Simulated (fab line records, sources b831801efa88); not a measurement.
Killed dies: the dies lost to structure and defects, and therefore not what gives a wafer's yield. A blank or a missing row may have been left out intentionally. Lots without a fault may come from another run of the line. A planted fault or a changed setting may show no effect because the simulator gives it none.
A sampling plan put to the test :: flow sky130 :: each of the 6 faults these records tell of, on one fab line, judged from the records of the lots it struck
The plan consists of the line's own looks: route steps at which the wafer is read by a gauge or an inspection but not changed. Where struck wafers have a number at a look and the file lists that look's usual mean and standard deviation on fault-free wafers, the look can be judged. Caught: 4 or more of those standard deviations (sigma) separate the usual mean from the mean of the struck wafers at a look after the fault's first step. On the tool: the same test on the tool's own readings at the fault's steps. It also counts as caught if the struck wafers ran another recipe or if their record alone is blank.

## THE FAULTS, as the simulator had put them in
1. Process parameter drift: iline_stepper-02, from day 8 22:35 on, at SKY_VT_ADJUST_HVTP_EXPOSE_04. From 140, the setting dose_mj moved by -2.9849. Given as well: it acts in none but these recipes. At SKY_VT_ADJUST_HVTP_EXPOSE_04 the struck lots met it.
2. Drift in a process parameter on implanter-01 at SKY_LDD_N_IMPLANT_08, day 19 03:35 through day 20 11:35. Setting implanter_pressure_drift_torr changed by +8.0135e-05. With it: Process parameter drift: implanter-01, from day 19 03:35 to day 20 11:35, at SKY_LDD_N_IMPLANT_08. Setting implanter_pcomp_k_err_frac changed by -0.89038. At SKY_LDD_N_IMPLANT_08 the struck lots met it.
3. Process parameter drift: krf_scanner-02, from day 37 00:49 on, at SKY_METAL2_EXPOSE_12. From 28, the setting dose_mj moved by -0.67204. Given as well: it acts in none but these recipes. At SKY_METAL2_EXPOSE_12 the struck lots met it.
4. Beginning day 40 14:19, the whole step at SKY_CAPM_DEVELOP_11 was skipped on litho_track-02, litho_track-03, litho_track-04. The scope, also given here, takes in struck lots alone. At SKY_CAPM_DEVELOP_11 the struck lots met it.
5. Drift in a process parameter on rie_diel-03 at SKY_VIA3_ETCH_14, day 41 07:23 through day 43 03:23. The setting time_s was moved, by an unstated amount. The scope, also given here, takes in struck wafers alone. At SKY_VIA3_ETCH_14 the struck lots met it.
6. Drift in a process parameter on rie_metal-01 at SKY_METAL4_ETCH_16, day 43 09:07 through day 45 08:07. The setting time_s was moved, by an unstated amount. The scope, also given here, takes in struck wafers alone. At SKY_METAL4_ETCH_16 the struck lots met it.

## WHAT THE PLAN SAW
fault: 1
on the tool itself: exposure_dose_mJ_cm2 -15 sigma
first look that catches it: no look after it can be judged
reading, sigma: -
median hours from its first step to that look: -
hours from the fault's start to the first struck lot there: -
judged looks passed uncaught: 0

fault: 2
on the tool itself: end_station_pressure_torr +99 or beyond sigma
first look that catches it: not the one look that can be judged after it
reading, sigma: -
median hours from its first step to that look: -
hours from the fault's start to the first struck lot there: -
judged looks passed uncaught: 1

fault: 3
on the tool itself: exposure_dose_mJ_cm2 -15 sigma
first look that catches it: no look after it can be judged
reading, sigma: -
median hours from its first step to that look: -
hours from the fault's start to the first struck lot there: -
judged looks passed uncaught: 0

fault: 4
on the tool itself: the tool's record is blank for the struck wafers
first look that catches it: no look after it can be judged
reading, sigma: -
median hours from its first step to that look: -
hours from the fault's start to the first struck lot there: -
judged looks passed uncaught: 0

fault: 5
on the tool itself: oes_product_au +16 sigma
first look that catches it: no look after it can be judged
reading, sigma: -
median hours from its first step to that look: -
hours from the fault's start to the first struck lot there: -
judged looks passed uncaught: 0

fault: 6
on the tool itself: run_length_s -46 sigma
first look that catches it: no look after it can be judged
reading, sigma: -
median hours from its first step to that look: -
hours from the fault's start to the first struck lot there: -
judged looks passed uncaught: 0
Dash: fault not caught, or number not given in these records.

Caught at a look: 0 of 6. Caught on the tool: 6 of 6. By one or the other: 6 of 6.
On the tool alone, faults 1, 2, 3, 4, 5, 6 were caught.
